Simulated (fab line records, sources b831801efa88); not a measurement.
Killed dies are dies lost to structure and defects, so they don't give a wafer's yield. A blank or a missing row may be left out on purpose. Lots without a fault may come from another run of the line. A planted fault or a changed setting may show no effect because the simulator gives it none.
A struck lot beside a sound one | flow gf180mcu | 17 steps out of a route of 602
Sound: wafers L114.1, L114.2, L114.3. Struck: wafers L106.1, L106.2, L106.4. The cause comes at the end.
At each step with rows: each side's tool, then ch and its chambers, then its first start. Under that, the readings that differ: sound wafers | struck wafers | difference of the means | sigmas: that difference in standard deviations of wafers without a fault.
alike: readings whose means differ by less than 2 such deviations, and words and numbers that are the same on both sides. not compared: withheld readings, readings that some wafer has no value for, bounds like >300 that may hide the same value, and numbers for which the record gives no deviation and whose values overlap.
The two part at a step that has a row with sigmas, a row that says differs or no value, or rows on one side only. Numbers that don't overlap but have no deviation are shown without sigmas and don't part them. A reading that every wafer of one side lacks parts them only if that side has two wafers or more.

first, 4 steps without rows for these wafers: GF_M3_SOFTBAKE_10 (time 60 s); GF_M3_EXPOSE_11 (exposes mask Metal3, target cd 280 nm); GF_M3_PEB_12 (peb time 90 s); GF_M3_DEVELOP_13 (develop time 60 s).
GF_M3_CD_MEAS_14: target cd 280 nm.
  sound on cd_sem-01, day 27 17:07; struck on cd_sem-02, day 25 06:44
  reading    | sound             | struck            | difference | sigmas
  cd_nm (nm) | 277.3 278.4 277.7 | 281.5 281.2 280.7 | +3.3       | +3
GF_M3_OVL_MEAS_15:
  sound on overlay-02, day 27 17:14; struck on overlay-02, day 25 06:52
  reading     | sound   | struck  | difference | sigmas
  M3_OVL (nm) | 11 12 5 | 5 -4 -9 | -12        | -2
GF_M3_METAL_ETCH_16: etches the open film in Cl2/BCl3, stops on SiO2, target depth 750.8 nm, time 125.1 s.
  sound on rie_metal-03 ch 1, day 27 17:17; struck on rie_metal-04 ch 0,1, day 25 06:54
  alike: drypump_motor_current_A, he_backside_leak_sccm, oes_product_au, throttle_valve_pct
  not compared: rf_hours_counter_h
GF_M3_STRIP_17: strips in O2/N2.
  sound on plasma_asher-01 ch 0,1, day 27 17:32; struck on plasma_asher-02 ch 0,1, day 25 07:02
  alike: drypump_motor_current_A, heater_power_w, oes_product_au, platen_temp_c, strip_time_to_endpoint_s
  not compared: rf_hours_counter_h
then, 3 steps without rows for these wafers: GF_M3_STRIP_18 (strips in post etch residue remover, time 1200 s); GF_M3_CLEAN_19 (cleans in DIW); GF_V3_CVD_00 (deposits SiO2, target thk 600 nm, time 100 s).
GF_V3_THK_MEAS_01:
  sound on film_metro-01, day 27 18:08; struck on film_metro-01, day 25 07:40
  alike: V3_CVD_00_THK
GF_V3_CVD_02: deposits SiO2 from TEOS, target thk 850 nm, time 94.851 s.
  sound on pecvd-04 ch 0,1,2, day 27 18:12; struck on pecvd-04 ch 0,1, day 25 07:44
  reading                             | sound             | struck            | difference | sigmas
  model.SiO2_of_V3_CVD_02.thk_nm (nm) | 828.1 842.6 847.4 | 901.9 898.8 926.7 | +69.8      |
  alike: heater_power_w
GF_V3_THK_MEAS_03:
  sound on film_metro-01, day 27 18:16; struck on film_metro-01, day 25 08:01
  reading            | sound       | struck      | difference | sigmas
  V3_CVD_02_THK (nm) | 828 842 847 | 902 899 926 | +70        | +6
  not compared: hold
GF_V3_CMP_04: polishes SiO2.
  sound on cmp-02 ch 0,2,3, day 27 18:23; struck on cmp-01 ch 1,2,3, day 25 09:33
  reading                | sound    | struck                                                                     | difference                   | sigmas
  hold                   | - - -    | await_dispo/1.5h/release await_dispo/1.5h/release await_dispo/1.5h/release | no value on the sound wafers |
  time_to_endpoint_s (s) | 75 77 75 | 99 95 105                                                                  | +24                          | +4
  alike: motor_current_A
GF_V3_BOW_MEAS_05:
  sound on film_metro-02, day 27 18:38; struck on film_metro-02, day 25 09:55
  alike: V3_BOW
-- the record jumps here: 7 days lie between the struck wafers' starts before and after (it left off in module V3 and takes up again in module PASSIVATION, whose first step shown is number 602 of the route) --
GF_PASSIVATION_PROBE_99:
  the record has rows for the struck wafers here (prober-01, day 32 06:19) and none for the sound ones

WHERE THEY PART
First at GF_M3_CD_MEAS_14; last, within this record, at GF_PASSIVATION_PROBE_99.

WHY: what the simulator had put in
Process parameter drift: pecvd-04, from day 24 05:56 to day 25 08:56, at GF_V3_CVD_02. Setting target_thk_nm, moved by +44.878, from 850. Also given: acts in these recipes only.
